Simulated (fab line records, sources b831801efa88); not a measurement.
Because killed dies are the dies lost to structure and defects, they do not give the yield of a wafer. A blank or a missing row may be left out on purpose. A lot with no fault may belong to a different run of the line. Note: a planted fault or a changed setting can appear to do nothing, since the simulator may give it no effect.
A lot that was struck, set against a sound lot -- flow gf180mcu -- 19 steps out of a route of 602
Sound: these wafers, L271.2, L271.3, L271.5. Struck: wafers L284.2, L284.3. The cause is given at the end.
For every step that has rows: the tool of each side, followed by ch and its chambers, followed by its first start. Under that, the readings that differ: sound wafers -- struck wafers -- difference of the means -- sigmas: that difference in standard deviations of wafers without a fault.
alike: a reading whose means differ by less than 2 such deviations, as well as words and numbers matching on both sides. not compared: withheld readings; readings where some wafer has no value; bounds like >300 that might hide an equal value; numbers whose values overlap and for which the record gives no deviation.
The two part at a step that has a row with sigmas, a row that says differs or no value, or rows on one side only. Numbers that don't overlap but have no deviation are shown without sigmas and don't part them. Lack of a reading on every wafer of one side parts them only where that side has two or more wafers.

GF_PSD_STRIP_10: strips in O2/N2.
  sound on plasma_asher-04 ch 0, day 17 02:13; struck on plasma_asher-04 ch 0,1, day 21 03:34
  alike: drypump_motor_current_A, heater_power_w, oes_product_au, platen_temp_c, strip_time_to_endpoint_s
  not compared: rf_hours_counter_h
GF_PSD_TW_MEAS_11:
  sound on film_metro-02, day 17 02:20; struck on film_metro-01, day 21 03:41
reading,sound,struck,difference,sigmas
PSD_TW,3170 3171 3162,3226 3211,+51,+2
then, 1 step without rows for these wafers: GF_PSD_CLEAN_12 (cleans in SC1/SC2, time 150 s).
GF_PSD_RTA_13: time 20 s.
  sound on rtp_anneal-01 ch 0, day 17 02:26; struck on rtp_anneal-02 ch 0, day 21 03:47
reading,sound,struck,difference,sigmas
lamp_power_pct (%),32.6 32.6 32.5,37.6 37.6,+5.0,+2
  alike: wafer_temp_C_max
GF_PSD_RS_MEAS_14: a four-point-probe measurement.
  sound on film_metro-04, day 17 02:37; struck on film_metro-02, day 21 03:53
  alike: NSD_RS
GF_PSD_RS_MEAS_15: a four-point-probe measurement.
  sound on film_metro-04, day 17 02:44; struck on film_metro-02, day 21 04:00
  alike: PSD_RS
GF_SAB_CVD_00: deposits SiO2 from TEOS, target thk 50 nm, time 4.9302 s.
  sound on pecvd-04 ch 0,1, day 17 02:50; struck on pecvd-03 ch 0,1, day 21 04:06
  alike: heater_power_w, rf_fwd_power_W
GF_SAB_THK_MEAS_01:
  sound on film_metro-03, day 17 02:53; struck on film_metro-02, day 21 04:08
  alike: SAB_CVD_00_THK
then, 4 steps without rows for these wafers: GF_SAB_DEHYDRATE_02 (time 60 s); GF_SAB_HMDS_03 (prime time 60 s); GF_SAB_COAT_04 (resist thk 1000 nm); GF_SAB_SOFTBAKE_05 (time 60 s).
GF_SAB_EXPOSE_06: exposes mask SAB, target cd 420 nm.
  sound on iline_stepper-01 ch 0, day 17 13:20; struck on iline_stepper-02 ch 0, day 21 17:07
  alike: mask
then, 2 steps without rows for these wafers: GF_SAB_PEB_07; GF_SAB_DEVELOP_08 (develop time 60 s).
GF_SAB_CD_MEAS_09 targets a cd of 420 nm.
  sound on cd_sem-02, day 18 01:10; struck on cd_sem-02, day 22 04:28
reading,sound,struck,difference,sigmas
cd_nm (nm),423.5 425.0 424.4,347.4 345.4,-77.9,-35
GF_SAB_OVL_MEAS_10:
  sound on overlay-02, day 18 01:16; struck on overlay-01, day 22 04:35
  alike: SAB_OVL
GF_SAB_ETCH_11: etches SiO2 in C4F8/O2/Ar, target depth 55 nm, time 8.5 s.
  sound on rie_diel-04 ch 0,2,3, day 18 01:17; struck on rie_diel-04 ch 1,3, day 22 04:37
reading,sound,struck,difference,sigmas
model.SAB.cd_nm (nm),423.3 425 424.7,347.6 345,-78.0,
  alike: oes_product_au, rf_fwd_power_W
  not compared: rf_hours_counter_h
then, 1 step without rows for these wafers: GF_SAB_WET_ETCH_12 (etches SiO2 in dHF, target depth 22 nm, time 440 s).

== WHERE THEY PART ==
Last at GF_SAB_CD_MEAS_09 as far as this record goes, first at GF_PSD_TW_MEAS_11. Later steps at which nothing parts them and some readings are alike: GF_SAB_OVL_MEAS_10, GF_SAB_ETCH_11.

WHY: what the simulator had put in
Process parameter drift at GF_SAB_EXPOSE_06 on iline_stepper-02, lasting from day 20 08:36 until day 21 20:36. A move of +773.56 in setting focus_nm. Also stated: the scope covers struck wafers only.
